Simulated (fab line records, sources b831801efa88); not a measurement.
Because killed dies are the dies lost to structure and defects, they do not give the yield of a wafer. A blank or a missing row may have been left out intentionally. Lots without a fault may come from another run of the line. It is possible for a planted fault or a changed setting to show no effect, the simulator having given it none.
fab line records / flow sfqLine
record: lots: 14 wafers: 41 lastDay: 87
route steps=325 shown I7@296
lots untouched by any fault: they come from a run of this same line in which no faults occurred
startH: start of the lot's first displayed wafer, in hours after the record's first day / waitH: hours since the lot's step before / " as in the row above / L1.1+2: several wafers, shown together as one row / - no value present, or no start provided / * or withheld: withheld / < > ~ a bound
route shown NAME@n: names a module that has steps shown in the file, with the first one's number in the route / usual: mean/standard deviation of fault-free wafers / same: alike in all rows / chamber/n: place in a boat / sites: readings site by site / _std_site: how widely they spread, as a standard deviation / _edge_site: inner sites' mean taken away from outer sites' mean / radiusMm: how far each site lies from the wafer's centre / mask NAME#n: copy n / behind: the most recent tool/chamber to have shaped the wafer / hold: why the lot was held/for how many hours/how that ended / device: names the non-switching transistor (n, p or np) / end of line: the route-end tests of the same wafers / a step given without rows: its recipe and nothing more / killed: dies that structure and defects cost at the first sort, which is not the same as the wafer's yield / map: dies across one wafer; x = killed, . = not, _ = none there
set.NAME: the setting that was run; set.NAME@STEP: the one run at that earlier step / model.NAME: the simulator's own value behind a step, which no gauge read
steps of the route over a sample of lots; a table a step, a row a wafer
services: the hour from which a tool's chamber was out of use, counted from the record's first day as startH (under 0 if before that day), plus the number of hours and why
== steps ==
step: SFQ_TRILAYER_I7_DEP_PECVD_183
recipe: material: SiO2 tempC: 150 timeS: 111.11 pressureTorr: 2.4 rfW: 183.3 precursor: SiH4/N2O targetThkNm: 500
usual: chamberPressureTorr: 2.400/0.0054 heaterPowerOuterW: 25/8.5 heaterPowerW: 78/14 rfFwdPowerW: 182.2/0.64 runLengthS: 138.9/0.69 throttleValvePct: 24.2/0.95
lot.wafer=L243.1 tool=pecvd-02 chamber=1 startH=1818.34 waitH=0.0 chamberPressureTorr=2.401 heaterPowerOuterW=7 heaterPowerW=49 rfFwdPowerW=181.6 runLengthS=138.6 throttleValvePct=24.7
lot.wafer=L243.4 tool=pecvd-02 chamber=1 startH=1818.34 waitH=0.0 chamberPressureTorr=2.401 heaterPowerOuterW=9 heaterPowerW=52 rfFwdPowerW=181.5 runLengthS=138.6 throttleValvePct=24.7
lot.wafer=L243.5 tool=pecvd-02 chamber=2 startH=1818.34 waitH=0.0 chamberPressureTorr=2.404 heaterPowerOuterW=31 heaterPowerW=85 rfFwdPowerW=181.6 runLengthS=138.2 throttleValvePct=23.0
lot.wafer=L244.1 tool=pecvd-02 chamber=2 startH=1824.14 waitH=0.0 chamberPressureTorr=2.399 heaterPowerOuterW=29 heaterPowerW=84 rfFwdPowerW=181.5 runLengthS=138.1 throttleValvePct=22.9
lot.wafer=L244.3 tool=pecvd-02 chamber=0 startH=1824.14 waitH=0.0 chamberPressureTorr=2.392 heaterPowerOuterW=20 heaterPowerW=69 rfFwdPowerW=182.7 runLengthS=140.1 throttleValvePct=22.6
lot.wafer=L244.5 tool=pecvd-02 chamber=0 startH=1824.14 waitH=0.0 chamberPressureTorr=2.398 heaterPowerOuterW=23 heaterPowerW=70 rfFwdPowerW=182.6 runLengthS=140.3 throttleValvePct=22.2
lot.wafer=L245.3 tool=pecvd-01 chamber=0 startH=1827.77 waitH=0.0 chamberPressureTorr=2.404 heaterPowerOuterW=31 heaterPowerW=84 rfFwdPowerW=182.5 runLengthS=139.1 throttleValvePct=25.3
lot.wafer=L245.5 tool=pecvd-01 chamber=0 startH=1827.77 waitH=0.0 chamberPressureTorr=2.390 heaterPowerOuterW=35 heaterPowerW=87 rfFwdPowerW=182.8 runLengthS=138.9 throttleValvePct=25.2
lot.wafer=L245.6 tool=pecvd-01 chamber=2 startH=1827.77 waitH=0.0 chamberPressureTorr=2.395 heaterPowerOuterW=28 heaterPowerW=74 rfFwdPowerW=183.1 runLengthS=138.3 throttleValvePct=24.3
lot.wafer=L246.3 tool=pecvd-04 chamber=1 startH=1828.15 waitH=0.0 chamberPressureTorr=2.408 heaterPowerOuterW=44 heaterPowerW=105 rfFwdPowerW=183.4 runLengthS=139.1 throttleValvePct=24.8
lot.wafer=L246.4 tool=pecvd-04 chamber=2 startH=1828.15 waitH=0.0 chamberPressureTorr=2.404 heaterPowerOuterW=21 heaterPowerW=81 rfFwdPowerW=182.2 runLengthS=140.0 throttleValvePct=25.3
lot.wafer=L246.6 tool=pecvd-04 chamber=0 startH=1828.15 waitH=0.0 chamberPressureTorr=2.400 heaterPowerOuterW=26 heaterPowerW=72 rfFwdPowerW=182.2 runLengthS=139.5 throttleValvePct=23.8
lot.wafer=L247.1 tool=pecvd-01 chamber=0 startH=1830.55 waitH=0.0 chamberPressureTorr=2.405 heaterPowerOuterW=38 heaterPowerW=91 rfFwdPowerW=183.6 runLengthS=139.3 throttleValvePct=25.1
lot.wafer=L247.2 tool=pecvd-01 chamber=2 startH=1830.55 waitH=0.0 chamberPressureTorr=2.391 heaterPowerOuterW=23 heaterPowerW=68 rfFwdPowerW=182.8 runLengthS=139.1 throttleValvePct=24.3
lot.wafer=L247.3 tool=pecvd-01 chamber=1 startH=1830.55 waitH=0.0 chamberPressureTorr=2.411 heaterPowerOuterW=25 heaterPowerW=92 rfFwdPowerW=182.5 runLengthS=138.1 throttleValvePct=24.0
lot.wafer=L248.2 tool=pecvd-02 chamber=2 startH=1836.79 waitH=0.0 chamberPressureTorr=2.401 heaterPowerOuterW=27 heaterPowerW=82 rfFwdPowerW=180.9 runLengthS=138.2 throttleValvePct=23.1
lot.wafer=L248.3 tool=pecvd-02 chamber=1 startH=1836.79 waitH=0.0 chamberPressureTorr=2.402 heaterPowerOuterW=10 heaterPowerW=53 rfFwdPowerW=182.1 runLengthS=139.0 throttleValvePct=24.8
lot.wafer=L248.5 tool=pecvd-02 chamber=0 startH=1836.79 waitH=0.0 chamberPressureTorr=2.407 heaterPowerOuterW=25 heaterPowerW=73 rfFwdPowerW=183.4 runLengthS=140.3 throttleValvePct=23.0
lot.wafer=L249.1 tool=pecvd-04 chamber=1 startH=1837.75 waitH=0.0 chamberPressureTorr=2.399 heaterPowerOuterW=40 heaterPowerW=101 rfFwdPowerW=182.1 runLengthS=139.2 throttleValvePct=24.9
lot.wafer=L249.3 tool=pecvd-04 chamber=0 startH=1837.75 waitH=0.0 chamberPressureTorr=2.394 heaterPowerOuterW=30 heaterPowerW=77 rfFwdPowerW=181.9 runLengthS=139.0 throttleValvePct=23.9
lot.wafer=L249.5 tool=pecvd-04 chamber=0 startH=1837.75 waitH=0.0 chamberPressureTorr=2.386 heaterPowerOuterW=31 heaterPowerW=81 rfFwdPowerW=181.5 runLengthS=139.4 throttleValvePct=23.7
lot.wafer=L253.1 tool=pecvd-02 chamber=1 startH=1846.12 waitH=0.0 chamberPressureTorr=2.410 heaterPowerOuterW=6 heaterPowerW=48 rfFwdPowerW=181.7 runLengthS=161.2 throttleValvePct=24.5
lot.wafer=L253.5 tool=pecvd-02 chamber=1 startH=1846.12 waitH=0.0 chamberPressureTorr=2.396 heaterPowerOuterW=8 heaterPowerW=50 rfFwdPowerW=181.6 runLengthS=161.2 throttleValvePct=24.7
lot.wafer=L253.6 tool=pecvd-02 chamber=0 startH=1846.12 waitH=0.0 chamberPressureTorr=2.398 heaterPowerOuterW=26 heaterPowerW=75 rfFwdPowerW=182.7 runLengthS=140.2 throttleValvePct=22.7
lot.wafer=L254.3 tool=pecvd-02 chamber=1 startH=1852.25 waitH=0.0 chamberPressureTorr=2.401 heaterPowerOuterW=11 heaterPowerW=54 rfFwdPowerW=181.8 runLengthS=138.5 throttleValvePct=24.6
lot.wafer=L254.4 tool=pecvd-02 chamber=0 startH=1852.25 waitH=0.0 chamberPressureTorr=2.405 heaterPowerOuterW=25 heaterPowerW=73 rfFwdPowerW=182.0 runLengthS=162.4 throttleValvePct=22.6
lot.wafer=L258.1 tool=pecvd-02 chamber=0 startH=2020.02 waitH=0.0 chamberPressureTorr=2.403 heaterPowerOuterW=27 heaterPowerW=77 rfFwdPowerW=182.2 runLengthS=140.3 throttleValvePct=22.8
lot.wafer=L258.2 tool=pecvd-02 chamber=1 startH=2020.02 waitH=0.0 chamberPressureTorr=2.405 heaterPowerOuterW=11 heaterPowerW=56 rfFwdPowerW=180.8 runLengthS=138.5 throttleValvePct=25.0
lot.wafer=L258.4 tool=pecvd-02 chamber=2 startH=2020.02 waitH=0.0 chamberPressureTorr=2.399 heaterPowerOuterW=21 heaterPowerW=75 rfFwdPowerW=181.9 runLengthS=138.3 throttleValvePct=23.2
lot.wafer=L261.2 tool=pecvd-02 chamber=2 startH=2052.40 waitH=0.0 chamberPressureTorr=2.400 heaterPowerOuterW=33 heaterPowerW=88 rfFwdPowerW=182.4 runLengthS=138.0 throttleValvePct=23.0
lot.wafer=L261.3 tool=pecvd-02 chamber=0 startH=2052.40 waitH=0.0 chamberPressureTorr=2.398 heaterPowerOuterW=26 heaterPowerW=75 rfFwdPowerW=181.6 runLengthS=140.6 throttleValvePct=23.0
lot.wafer=L261.6 tool=pecvd-02 chamber=2 startH=2052.40 waitH=0.0 chamberPressureTorr=2.394 heaterPowerOuterW=21 heaterPowerW=74 rfFwdPowerW=182.1 runLengthS=138.0 throttleValvePct=23.2
lot.wafer=L262.3 tool=pecvd-02 chamber=1 startH=2057.20 waitH=0.0 chamberPressureTorr=2.403 heaterPowerOuterW=13 heaterPowerW=57 rfFwdPowerW=181.8 runLengthS=138.6 throttleValvePct=25.3
lot.wafer=L262.5 tool=pecvd-02 chamber=0 startH=2057.20 waitH=0.0 chamberPressureTorr=2.397 heaterPowerOuterW=22 heaterPowerW=67 rfFwdPowerW=183.3 runLengthS=140.2 throttleValvePct=23.0
lot.wafer=L262.6 tool=pecvd-02 chamber=2 startH=2057.20 waitH=0.0 chamberPressureTorr=2.394 heaterPowerOuterW=29 heaterPowerW=84 rfFwdPowerW=182.7 runLengthS=138.2 throttleValvePct=23.2
lot.wafer=L264.2 tool=pecvd-02 chamber=2 startH=2074.00 waitH=0.0 chamberPressureTorr=2.410 heaterPowerOuterW=22 heaterPowerW=72 rfFwdPowerW=182.2 runLengthS=138.4 throttleValvePct=23.1
lot.wafer=L264.3 tool=pecvd-02 chamber=1 startH=2074.00 waitH=0.0 chamberPressureTorr=2.398 heaterPowerOuterW=6 heaterPowerW=49 rfFwdPowerW=181.8 runLengthS=138.5 throttleValvePct=25.4
lot.wafer=L264.6 tool=pecvd-02 chamber=0 startH=2074.00 waitH=0.0 chamberPressureTorr=2.403 heaterPowerOuterW=24 heaterPowerW=72 rfFwdPowerW=181.4 runLengthS=140.1 throttleValvePct=23.1
lot.wafer=L265.1 tool=pecvd-01 chamber=1 startH=2076.51 waitH=0.0 chamberPressureTorr=2.404 heaterPowerOuterW=23 heaterPowerW=89 rfFwdPowerW=181.9 runLengthS=138.5 throttleValvePct=24.1
lot.wafer=L265.2 tool=pecvd-01 chamber=2 startH=2076.51 waitH=0.0 chamberPressureTorr=2.401 heaterPowerOuterW=30 heaterPowerW=75 rfFwdPowerW=182.3 runLengthS=138.3 throttleValvePct=24.3
lot.wafer=L265.4 tool=pecvd-01 chamber=0 startH=2076.51 waitH=0.0 chamberPressureTorr=2.398 heaterPowerOuterW=37 heaterPowerW=92 rfFwdPowerW=182.5 runLengthS=139.1 throttleValvePct=25.7
step: SFQ_TRILAYER_I7_CMP_CMP_184
recipe: material: SiO2 downForcePsi: 3 platenRpm: 60 padVelocityMS: 0.94248
usual: motorCurrentA: 10.1/1 timeToEndpointS: 215/7.1
lot.wafer=L243.1 tool=cmp-02 chamber=1 startH=1818.42 waitH=0.0 motorCurrentA=10.5 timeToEndpointS=214
lot.wafer=L243.4 tool=cmp-02 chamber=2 startH=1818.42 waitH=0.0 motorCurrentA=10.2 timeToEndpointS=226
lot.wafer=L243.5 tool=cmp-02 chamber=1 startH=1820.42 waitH=2.0 motorCurrentA=10.9 timeToEndpointS=219
lot.wafer=L244.3 tool=cmp-01 chamber=3 startH=1827.53 waitH=3.4 motorCurrentA=11.3 timeToEndpointS=218
lot.wafer=L244.1 tool=cmp-01 chamber=1 startH=1828.53 waitH=4.4 motorCurrentA=8.4 timeToEndpointS=215
lot.wafer=L244.5 tool=cmp-01 chamber=3 startH=1829.53 waitH=5.3 motorCurrentA=12.2 timeToEndpointS=212
lot.wafer=L245.3 tool=cmp-01 chamber=0 startH=1841.35 waitH=13.5 motorCurrentA=11.1 timeToEndpointS=209
lot.wafer=L245.6 tool=cmp-01 chamber=1 startH=1841.35 waitH=13.5 motorCurrentA=8.4 timeToEndpointS=211
lot.wafer=L245.5 tool=cmp-01 chamber=2 startH=1841.35 waitH=13.5 motorCurrentA=10.0 timeToEndpointS=217
lot.wafer=L246.4 tool=cmp-02 chamber=0 startH=1842.87 waitH=14.6 motorCurrentA=9.4 timeToEndpointS=219
lot.wafer=L246.3 tool=cmp-02 chamber=1 startH=1842.87 waitH=14.6 motorCurrentA=10.7 timeToEndpointS=217
lot.wafer=L246.6 tool=cmp-02 chamber=3 startH=1844.37 waitH=16.1 motorCurrentA=9.1 timeToEndpointS=232
lot.wafer=L247.3 tool=cmp-01 chamber=3 startH=1845.85 waitH=15.3 motorCurrentA=11.2 timeToEndpointS=210
lot.wafer=L247.2 tool=cmp-01 chamber=0 startH=1845.85 waitH=15.3 motorCurrentA=11.0 timeToEndpointS=208
lot.wafer=L247.1 tool=cmp-01 chamber=1 startH=1845.85 waitH=15.3 motorCurrentA=8.1 timeToEndpointS=202
lot.wafer=L248.2 tool=cmp-02 chamber=3 startH=1851.37 waitH=14.5 motorCurrentA=8.5 timeToEndpointS=210
lot.wafer=L248.3 tool=cmp-02 chamber=0 startH=1851.37 waitH=14.5 motorCurrentA=9.2 timeToEndpointS=217
lot.wafer=L248.5 tool=cmp-02 chamber=0 startH=1853.87 waitH=17.0 motorCurrentA=9.3 timeToEndpointS=218
lot.wafer=L249.3 tool=cmp-02 chamber=1 startH=1854.37 waitH=16.6 motorCurrentA=10.7 timeToEndpointS=219
lot.wafer=L249.1 tool=cmp-02 chamber=0 startH=1855.87 waitH=18.1 motorCurrentA=9.3 timeToEndpointS=212
lot.wafer=L249.5 tool=cmp-02 chamber=1 startH=1855.87 waitH=18.1 motorCurrentA=9.8 timeToEndpointS=218
lot.wafer=L253.1 tool=cmp-01 chamber=0 startH=1861.35 waitH=15.2 motorCurrentA=11.2 timeToEndpointS=288
lot.wafer=L253.6 tool=cmp-01 chamber=3 startH=1862.85 waitH=16.7 motorCurrentA=11.5 timeToEndpointS=214
lot.wafer=L253.5 tool=cmp-01 chamber=0 startH=1862.85 waitH=16.7 motorCurrentA=11.2 timeToEndpointS=281
lot.wafer=L254.3 tool=cmp-01 chamber=0 startH=1866.85 waitH=14.6 motorCurrentA=11.2 timeToEndpointS=205
lot.wafer=L254.4 tool=cmp-01 chamber=1 startH=1866.85 waitH=14.6 motorCurrentA=9.1 timeToEndpointS=275
lot.wafer=L258.2 tool=cmp-02 chamber=0 startH=2025.09 waitH=5.0 motorCurrentA=9.6 timeToEndpointS=218
lot.wafer=L258.1 tool=cmp-02 chamber=1 startH=2025.09 waitH=5.0 motorCurrentA=10.4 timeToEndpointS=211
lot.wafer=L258.4 tool=cmp-02 chamber=2 startH=2025.09 waitH=5.0 motorCurrentA=11.0 timeToEndpointS=224
lot.wafer=L261.2 tool=cmp-02 chamber=2 startH=2052.56 waitH=0.1 motorCurrentA=11.1 timeToEndpointS=211
lot.wafer=L261.3 tool=cmp-02 chamber=0 startH=2053.56 waitH=1.1 motorCurrentA=9.4 timeToEndpointS=221
lot.wafer=L261.6 tool=cmp-02 chamber=2 startH=2054.56 waitH=2.1 motorCurrentA=10.8 timeToEndpointS=222
lot.wafer=L262.3 tool=cmp-02 chamber=2 startH=2057.28 waitH=0.0 motorCurrentA=11.1 timeToEndpointS=220
lot.wafer=L262.6 tool=cmp-02 chamber=2 startH=2059.28 waitH=2.0 motorCurrentA=10.9 timeToEndpointS=225
lot.wafer=L262.5 tool=cmp-02 chamber=3 startH=2059.28 waitH=2.0 motorCurrentA=9.1 timeToEndpointS=211
lot.wafer=L264.3 tool=cmp-01 chamber=0 startH=2074.58 waitH=0.5 motorCurrentA=11.6 timeToEndpointS=214
lot.wafer=L264.2 tool=cmp-01 chamber=1 startH=2074.58 waitH=0.5 motorCurrentA=8.4 timeToEndpointS=212
lot.wafer=L264.6 tool=cmp-01 chamber=0 startH=2076.58 waitH=2.5 motorCurrentA=11.4 timeToEndpointS=223
lot.wafer=L265.2 tool=cmp-02 chamber=1 startH=2076.59 waitH=0.0 motorCurrentA=9.9 timeToEndpointS=219
lot.wafer=L265.4 tool=cmp-02 chamber=2 startH=2076.59 waitH=0.0 motorCurrentA=11.0 timeToEndpointS=232
lot.wafer=L265.1 tool=cmp-02 chamber=3 startH=2076.59 waitH=0.0 motorCurrentA=9.0 timeToEndpointS=215
== services ==
tool=pecvd-04 chamber=- startH=1799.88 hours=4.3 kind=pm
tool=pecvd-01 chamber=- startH=1815.93 hours=5.5 kind=pm
tool=pecvd-01 chamber=0 startH=1821.55 hours=5.6 kind=repair
tool=cmp-02 chamber=- startH=1830.42 hours=5.1 kind=pm
tool=cmp-02 chamber=- startH=1868.99 hours=17.2 kind=repair
tool=pecvd-02 chamber=- startH=1919.72 hours=2.8 kind=pm
tool=cmp-01 chamber=- startH=1937.73 hours=4.0 kind=pm
tool=pecvd-04 chamber=- startH=1941.07 hours=6.0 kind=pm
tool=cmp-01 chamber=- startH=1941.73 hours=- kind=consumableReplace:conditioner
tool=cmp-01 chamber=- startH=1941.73 hours=- kind=consumableReplace:pad
tool=pecvd-04 chamber=2 startH=1954.01 hours=3.5 kind=repair
tool=cmp-02 chamber=- startH=1989.94 hours=13.0 kind=pm
tool=cmp-02 chamber=- startH=2002.91 hours=4.2 kind=pm
tool=pecvd-04 chamber=- startH=2023.39 hours=2.8 kind=pm
tool=pecvd-04 chamber=- startH=2042.63 hours=1.8 kind=repair
tool=cmp-01 chamber=- startH=2044.76 hours=5.7 kind=pm
tool=pecvd-01 chamber=- startH=2049.00 hours=0.6 kind=repair
tool=pecvd-01 chamber=- startH=2051.31 hours=0.6 kind=repair
tool=cmp-01 chamber=- startH=2064.38 hours=1.6 kind=repair
== key ==
firstSign: step: SFQ_TRILAYER_I7_DEP_PECVD_183 reading: runLengthS direction: up sigmas: 33 usual: * struck: *
effect: step: SFQ_TRILAYER_I7_CMP_CMP_184 reading: timeToEndpointS direction: up sigmas: 9.4 usual: * struck: *
metAt SFQ_TRILAYER_I7_DEP_PECVD_183
struckLots L253,L254
struckWafers L253.1,L253.5,L254.4
onsetBetween 1836.79 1846.12
fault: kind: processParameterDrift tool: pecvd-02 chamber: - onsetH: 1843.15 steps: SFQ_TRILAYER_I7_DEP_PECVD_183 channel: timeS offset: * shape: step endH: 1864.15 scope: struckWafersOnly actsIn: * stated: *
